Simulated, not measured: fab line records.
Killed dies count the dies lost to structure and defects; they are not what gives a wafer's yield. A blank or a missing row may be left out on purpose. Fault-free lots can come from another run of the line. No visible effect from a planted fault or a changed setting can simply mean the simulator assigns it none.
What tool caused it?    flow sky130    12 lots, 36 wafers sampled, at 5 steps of a route of 708

== WHAT EACH GAUGE READ, for each wafer ==
SKY_VT_ADJUST_NCORE_TW_MEAS_11. Usual: VT_ADJUST_NCORE_TW gives 219.0 (standard deviation 1.2).
lot   measured      on             VT_ADJUST_NCORE_TW  flag
L718  day 8 17:53   film_metro-02  218.9 220.1 219.1   
L719  day 8 19:54   film_metro-02  219.2 220.3 218.3   
L720  day 9 06:04   film_metro-01  217.4 216.9 218.1   
L722  day 9 20:11   film_metro-02  221.6 221.2 221.1   
L723  day 9 21:35   film_metro-02  220.5 220.3 220.6   
L724  day 10 06:42  film_metro-02  221.2 222.4 222.3   
L726  day 10 23:39  film_metro-01  219.1 218.1 217.8   
L727  day 11 01:35  film_metro-04  218.6 219.2 218.5   
L730  day 12 04:04  film_metro-02  218.7 219.0 219.7   
L735  day 13 16:50  film_metro-01  218.3 218.1 218.5   
L737  day 14 05:20  film_metro-02  217.8 217.9 219.3   
L741  day 15 06:23  film_metro-02  221.3 219.0 218.8   

SKY_LDD_N_TW_MEAS_17. Usual: LDD_N_TW gives 2584 (standard deviation 19).
lot   measured      on             LDD_N_TW                       flag
L718  day 17 18:22  film_metro-01  2570 2573 2572                 
L719  day 18 02:29  film_metro-04  2579 2559 2561                 
L720  day 18 18:41  film_metro-04  2580 2572 2584                 
L722  day 19 11:13  film_metro-02  2590 2571 2577                 
L723  day 19 10:55  film_metro-02  2577 2582 2578                 
L724  day 19 19:47  film_metro-02  2581 2578 2584                 
L726  day 20 15:40  film_metro-02  2613 2606 2601                 
L727  day 20 23:55  film_metro-02  2609 2607 2600                 
L730  day 22 10:44  film_metro-01  2583 2579 2583                 
L735  day 24 08:20  film_metro-01  2543 2533 2531 2517 2521 2527  
L737  day 24 20:23  film_metro-02  2583 2575 2583                 
L741  day 25 20:13  film_metro-04  2563 2571 2564                 

SKY_LDD_HVP_TW_MEAS_10. Usual: LDD_HVP_TW gives 458 (standard deviation 4.1).
lot   measured      on             LDD_HVP_TW   flag
L718  day 21 14:47  film_metro-02  462 459 462  
L719  day 21 22:48  film_metro-02  462 461 459  
L720  day 22 16:28  film_metro-02  456 455 458  
L722  day 23 08:16  film_metro-01  455 453 455  
L723  day 23 07:37  film_metro-03  460 461 459  
L724  day 23 15:29  film_metro-01  453 451 454  
L726  day 24 12:04  film_metro-03  464 459 462  
L727  day 24 18:25  film_metro-03  461 458 464  
L730  day 26 04:18  film_metro-03  461 465 462  
L735  day 27 22:06  film_metro-03  464 463 462  
L737  day 28 11:09  film_metro-03  460 460 459  
L741  day 29 09:20  film_metro-01  449 449 451  

== EACH LOT AND THE TOOL THAT RAN IT (in order: tool; ch and the chambers of the sampled wafers; start) ==
lot   SKY_RES_PROTECT_STRIP_07              SKY_LDD_N_IMPLANT_09
L718  plasma_asher-04 ch 0,1, day 15 03:29  implanter-03 ch 0, day 17 17:13
L719  plasma_asher-04 ch 0,1, day 15 09:47  implanter-03 ch 0, day 18 01:21
L720  plasma_asher-03 ch 0,1, day 15 22:55  implanter-02 ch 0, day 18 17:34
L722  plasma_asher-03 ch 0,1, day 16 17:49  implanter-02 ch 0, day 19 10:04
L723  plasma_asher-03 ch 0,1, day 16 17:31  implanter-03 ch 0, day 19 09:46
L724  plasma_asher-04 ch 0,1, day 17 02:01  implanter-01 ch 0, day 19 18:40
L726  plasma_asher-04 ch 0,1, day 17 20:39  implanter-03 ch 0, day 20 14:31
L727  plasma_asher-04 ch 0,1, day 18 02:50  implanter-01 ch 0, day 20 22:46
L730  plasma_asher-04 ch 0,1, day 19 15:09  implanter-02 ch 0, day 22 09:36
L735  plasma_asher-03 ch 0,1, day 21 10:14  implanter-01 ch 0, day 24 07:12
L737  plasma_asher-04 ch 1, day 22 02:48    implanter-01 ch 0, day 24 19:15
L741  plasma_asher-04 ch 0,1, day 23 03:36  implanter-03 ch 0, day 25 19:04
- SKY_RES_PROTECT_STRIP_07: strips in O2/N2.
- SKY_LDD_N_IMPLANT_09

== WHAT THE TOOLS THEMSELVES READ (means of the sampled wafers that have a number; where no wafer has one, the mark that the record gives instead) ==
SKY_RES_PROTECT_STRIP_07. Usual: drypump_motor_current_A 5.5 A, standard deviation 0.39; o2_flow_sccm 3001 sccm, standard deviation 9.3; oes_product_au 0.518 a.u., standard deviation 0.0047; strip_time_to_endpoint_s 23.28 s, standard deviation 0.048.
lot   tool             drypump_motor_current_A (A)  o2_flow_sccm (sccm)  oes_product_au (a.u.)  strip_time_to_endpoint_s (s)  flag
L718  plasma_asher-04  5.4                          2999                 0.519                  23.33                         
L719  plasma_asher-04  5.4                          3005                 0.522                  23.25                         
L720  plasma_asher-03  5.7                          3002                 0.517                  23.28                         
L722  plasma_asher-03  5.7                          2991                 0.518                  23.24                         
L723  plasma_asher-03  5.7                          3004                 0.521                  23.29                         
L724  plasma_asher-04  5.3                          2994                 0.516                  23.34                         
L726  plasma_asher-04  5.4                          3002                 0.518                  23.28                         
L727  plasma_asher-04  5.3                          2997                 0.518                  23.21                         
L730  plasma_asher-04  5.4                          3001                 0.517                  23.35                         
L735  plasma_asher-03  5.3                          2991                 0.521                  23.28                         
L737  plasma_asher-04  5.3                          3014                 0.524                  23.22                         
L741  plasma_asher-04  5.4                          3003                 0.518                  23.24                         

SKY_LDD_N_IMPLANT_09. Usual: beam_energy_keV 20.000, standard deviation 0.0064; dose_ions_cm2 7.5e+13, standard deviation 7.7e+10.
lot   tool          beam_energy_keV  dose_ions_cm2  flag
L718  implanter-03  19.999           7.5e+13        
L719  implanter-03  20.000           7.5e+13        
L720  implanter-02  19.998           7.5e+13        
L722  implanter-02  19.995           7.5e+13        
L723  implanter-03  19.994           7.5e+13        
L724  implanter-01  20.004           7.5e+13        
L726  implanter-03  20.001           7.5e+13        
L727  implanter-01  19.998           7.5e+13        
L730  implanter-02  20.006           7.5e+13        
L735  implanter-01  17.220           7.5e+13        OFF
L737  implanter-01  17.214           7.5e+13        OFF
L741  implanter-03  19.999           7.5e+13        

== THE ANSWER, worked out from the rows above alone ==
Rule: take the mean of a lot's wafers that have a number; if it is more than 3 standard deviations from the usual mean, the lot is off. Also off: a lot with no number at a reading for which 4 or more lots have one. The other lots that the step has rows for count as sound. Order of review: gauges by route order, followed by the tools' own readings, for which a lot's mean as printed above is used. The first step at which some lot is off is used, and at that step the reading that is off furthest; a lot without a number counts as furthest.
Off: L735, L737 (SKY_LDD_N_IMPLANT_09, beam_energy_keV).
A tool fits if, at that step or a process step before it, it ran every lot that is off, and no sound lot after the first of them. One fits: SKY_LDD_N_IMPLANT_09 on implanter-01. Its last sound lot is L727 (day 20 22:46), its first lot that is off L735 (day 24 07:12): a fault that began between those two fits.
On the lots that are off, the tool's own readings at SKY_LDD_N_IMPLANT_09 differ by more than 5 times the standard deviation of the sound lots' means, which bears it out; beam_energy_keV reads 17.217 there versus 19.999 on the sound lots.

== WHAT THE SIMULATOR HAD PUT IN ==
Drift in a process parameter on implanter-01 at SKY_LDD_N_IMPLANT_09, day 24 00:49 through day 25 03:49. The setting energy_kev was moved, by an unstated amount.
Shown lots that were struck: L735, L737. The rule given above showed the same thing.
